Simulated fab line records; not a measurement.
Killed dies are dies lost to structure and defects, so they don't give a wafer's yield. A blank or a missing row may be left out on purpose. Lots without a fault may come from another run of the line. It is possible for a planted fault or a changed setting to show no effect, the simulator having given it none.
Chamber matching :: flow gf180mcu :: GF_STI_CMP_25 on cmp-01: 4 sister chambers
The step polishes, stops on Si3N4, t overpolish 33 s, target thk 524.6 nm. 16 wafers are shown with their chamber, then 7 later ones without.

## WAFERS, EACH WITH ITS CHAMBER
wafer: L434.3
chamber: 1
motor_current_A (A): 15.0
retaining_ring_pressure_frac: 0.996
time_to_endpoint_s (s): 120

wafer: L434.4
chamber: 2
motor_current_A (A): 10.7
retaining_ring_pressure_frac: 1.007
time_to_endpoint_s (s): 125

wafer: L434.6
chamber: 1
motor_current_A (A): 14.7
retaining_ring_pressure_frac: 1.004
time_to_endpoint_s (s): 119

wafer: L437.2
chamber: 0
motor_current_A (A): 12.3
retaining_ring_pressure_frac: 1.003
time_to_endpoint_s (s): 116

wafer: L437.4
chamber: 3
motor_current_A (A): 14.3
retaining_ring_pressure_frac: 1.007
time_to_endpoint_s (s): 113

wafer: L437.6
chamber: 1
motor_current_A (A): 15.2
retaining_ring_pressure_frac: 1.000
time_to_endpoint_s (s): 119

wafer: L440.3
chamber: 3
motor_current_A (A): 13.6
retaining_ring_pressure_frac: 1.003
time_to_endpoint_s (s): 123

wafer: L440.4
chamber: 0
motor_current_A (A): 12.5
retaining_ring_pressure_frac: 0.995
time_to_endpoint_s (s): 124

wafer: L440.5
chamber: 3
motor_current_A (A): 14.1
retaining_ring_pressure_frac: 1.000
time_to_endpoint_s (s): 118

wafer: L442.1
chamber: 1
motor_current_A (A): 15.0
retaining_ring_pressure_frac: 1.007
time_to_endpoint_s (s): 124

wafer: L442.2
chamber: 2
motor_current_A (A): 10.2
retaining_ring_pressure_frac: 0.997
time_to_endpoint_s (s): 122

wafer: L442.5
chamber: 3
motor_current_A (A): 14.0
retaining_ring_pressure_frac: 1.003
time_to_endpoint_s (s): 117

wafer: L447.3
chamber: 2
motor_current_A (A): 10.8
retaining_ring_pressure_frac: 0.995
time_to_endpoint_s (s): 123

wafer: L447.5
chamber: 2
motor_current_A (A): 10.1
retaining_ring_pressure_frac: 1.004
time_to_endpoint_s (s): 107

wafer: L454.2
chamber: 0
motor_current_A (A): 11.8
retaining_ring_pressure_frac: 1.002
time_to_endpoint_s (s): 115

wafer: L454.3
chamber: 2
motor_current_A (A): 10.5
retaining_ring_pressure_frac: 0.997
time_to_endpoint_s (s): 124

SIGNATURES (means of the wafers above)
reading: motor_current_A
chamber 0: 12.200
chamber 1: 14.975
chamber 2: 10.460
chamber 3: 14.000
scatter within a chamber: 0.291

reading: retaining_ring_pressure_frac
chamber 0: 1.00000
chamber 1: 1.00175
chamber 2: 1.00000
chamber 3: 1.00325
scatter within a chamber: 0.00447

reading: time_to_endpoint_s
chamber 0: 118.33
chamber 1: 120.50
chamber 2: 120.20
chamber 3: 117.75
scatter within a chamber: 5.32
Rule: a wafer lies at a distance from a chamber equal to the root of the sum of squares, over the readings, of (its reading less the chamber's mean, divided by the reading's scatter). If the next closest chamber is less than 2 further off than the closest, the wafer can't be placed; otherwise it belongs to the closest. The scatter: the root of (the sum of the squares of (reading less its chamber's mean) over the shown wafers, divided by (wafers less chambers)).

## WAFERS WITH NO CHAMBER GIVEN
wafer: L454.6
motor_current_A (A): 14.8
retaining_ring_pressure_frac: 1.005
time_to_endpoint_s (s): 117

wafer: L455.3
motor_current_A (A): 12.3
retaining_ring_pressure_frac: 0.990
time_to_endpoint_s (s): 110

wafer: L455.5
motor_current_A (A): 14.1
retaining_ring_pressure_frac: 1.010
time_to_endpoint_s (s): 114

wafer: L455.6
motor_current_A (A): 10.7
retaining_ring_pressure_frac: 0.997
time_to_endpoint_s (s): 125

wafer: L456.1
motor_current_A (A): 14.1
retaining_ring_pressure_frac: 0.998
time_to_endpoint_s (s): 116

wafer: L456.4
motor_current_A (A): 12.4
retaining_ring_pressure_frac: 0.999
time_to_endpoint_s (s): 120

wafer: L456.6
motor_current_A (A): 10.0
retaining_ring_pressure_frac: 0.997
time_to_endpoint_s (s): 125

## EACH ONE'S CHAMBER
wafer: L454.6
from the rows above: can't be placed: 1 or 3
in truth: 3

wafer: L455.3
from the rows above: 0
in truth: 0

wafer: L455.5
from the rows above: 3
in truth: 3

wafer: L455.6
from the rows above: 2
in truth: 2

wafer: L456.1
from the rows above: can't be placed: 3 or 1
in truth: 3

wafer: L456.4
from the rows above: 0
in truth: 0

wafer: L456.6
from the rows above: 2
in truth: 2
5 of 7 placed correctly. Cannot be placed on the basis of these rows: 2; the candidates contain the true chamber in 2. 0 placed wrongly.
